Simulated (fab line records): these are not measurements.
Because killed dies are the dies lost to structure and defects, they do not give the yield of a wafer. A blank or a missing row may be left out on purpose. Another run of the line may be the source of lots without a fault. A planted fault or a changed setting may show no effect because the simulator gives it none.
One fault seen from 2 desks ; flow sky130 ; every desk sees just its own numbers, and what lay behind them comes last

AT THE TOOL OWNER'S DESK: furnace-02
The tool's own readings at SKY_POLY_GATE_OXIDATION_20 (stabilise 600 s, purge 300 s, target thk 4 nm): means of the sampled wafers that have a number, for each lot that ran on this tool. A lot is out of limits, marked OUT, if its mean lies more than 4 standard deviations from the usual mean; the brackets give that distance. 7 of its 8 readings are shown: the first one out of limits and those lying furthest out on some lot.
Columns: A = spike tc bottom C at SKY_POLY_GATE_OXIDATION_20, usual 869.2 C; B = spike tc centre C at SKY_POLY_GATE_OXIDATION_20, usual 850.6 C; C = spike tc lower C at SKY_POLY_GATE_OXIDATION_20, usual 851.4 C; D = spike tc top C at SKY_POLY_GATE_OXIDATION_20, usual 861.1 C; E = spike tc upper C at SKY_POLY_GATE_OXIDATION_20, usual 850.5 C; F = tube center temp C at SKY_POLY_GATE_OXIDATION_20, usual 850 C; G = tube_center_temp_C_max at SKY_POLY_GATE_OXIDATION_20, usual 852.2
lot;first seen here;A;B;C;D;E;F;G
L233;day 16 12:35;868.3;851.1;851.9;862.2;850.3;850;852.1
L234;day 16 22:09;868.6;850.6;850.7;861.7;850.5;850;852.5
L237;day 18 10:02;868.6;849.0;851.4;862.7;850.0;850;852.2
L239;day 18 10:02;867.9;851.3;851.7;862.0;851.5;850;852.1
L242;day 19 16:03;868.1;849.9;852.1;861.7;851.3;850;852.0
L248;day 22 10:35;901.1 (+19) OUT;883.2 (+33) OUT;884.4 (+33) OUT;894.7 (+16) OUT;883.3 (+30) OUT;883 (+99 or more) OUT;885.4 (+90) OUT
L246;day 22 11:50;901.5 (+19) OUT;884.0 (+33) OUT;886.1 (+35) OUT;895.1 (+16) OUT;885.3 (+32) OUT;883 (+99 or more) OUT;885.8 (+91) OUT
L247;day 22 11:50;901.6 (+19) OUT;883.9 (+33) OUT;884.3 (+33) OUT;895.2 (+16) OUT;884.6 (+31) OUT;883 (+99 or more) OUT;885.6 (+90) OUT
This desk finds L246, L247, L248 out of limits, L248 being first, at day 22 10:35 (spike tc bottom C at SKY_POLY_GATE_OXIDATION_20). In limits: L233, L234, L237, L239, L242.

AT THE METROLOGY DESK
What the gauges read for every lot (on any tool): the sampled wafers with a number, averaged. A lot is out of limits, marked OUT, if its mean lies more than 4 standard deviations from the usual mean; the brackets give that distance.
Columns: A = POLY_GATE_OXIDATION_THK at SKY_POLY_GATE_THK_MEAS_21, usual 4.01 nm; B = cd nm at SKY_POLY_GATE_CD_MEAS_22, usual 150.1 nm; C = LI_CONTACT_HDPCVD_THK at SKY_LI_CONTACT_THK_MEAS_01, usual 926 nm
lot;first seen here;A;B;C
L233;day 16 13:51;3.86;151.0;919
L234;day 16 23:25;3.99;150.4;930
L235;day 18 10:16;4.01;151.3;925
L236;day 18 10:17;3.91;149.4;932
L237;day 18 11:17;4.13;150.0;917
L239;day 18 11:17;4.04;148.0;949
L242;day 19 17:19;3.99;149.2;920
L248;day 22 11:50;6.05 (+25) OUT;149.9;933
L246;day 22 13:05;6.03 (+25) OUT;148.9;922
L247;day 22 13:06;5.98 (+25) OUT;151.7;918
L253;day 23 12:47;3.98;149.2;925
L254;day 24 01:42;4.07;146.0;927
This desk's finding: out of limits on L246, L247, L248; first on L248, day 22 11:50 (POLY_GATE_OXIDATION_THK at SKY_POLY_GATE_THK_MEAS_21). In limits: L233, L234, L235, L236, L237, L239, L242, L253, L254.

TAKEN TOGETHER
On L246, L247, L248, at day 22 10:35, an alarm was possible from the tool owner's desk.
Metrology desk: alarm possible at day 22 11:50 on L246, L247, L248.
Of the lots named, all ran SKY_POLY_GATE_OXIDATION_20 on furnace-02.

WHAT THE SIMULATOR HAD PUT IN
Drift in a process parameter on furnace-02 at SKY_POLY_GATE_OXIDATION_20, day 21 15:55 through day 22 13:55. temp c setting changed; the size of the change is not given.
Struck lots among those shown: L246, L247, L248.
Fault start to first reading out of limits, in hours, per desk: tool owner, 19; metrology, 20.
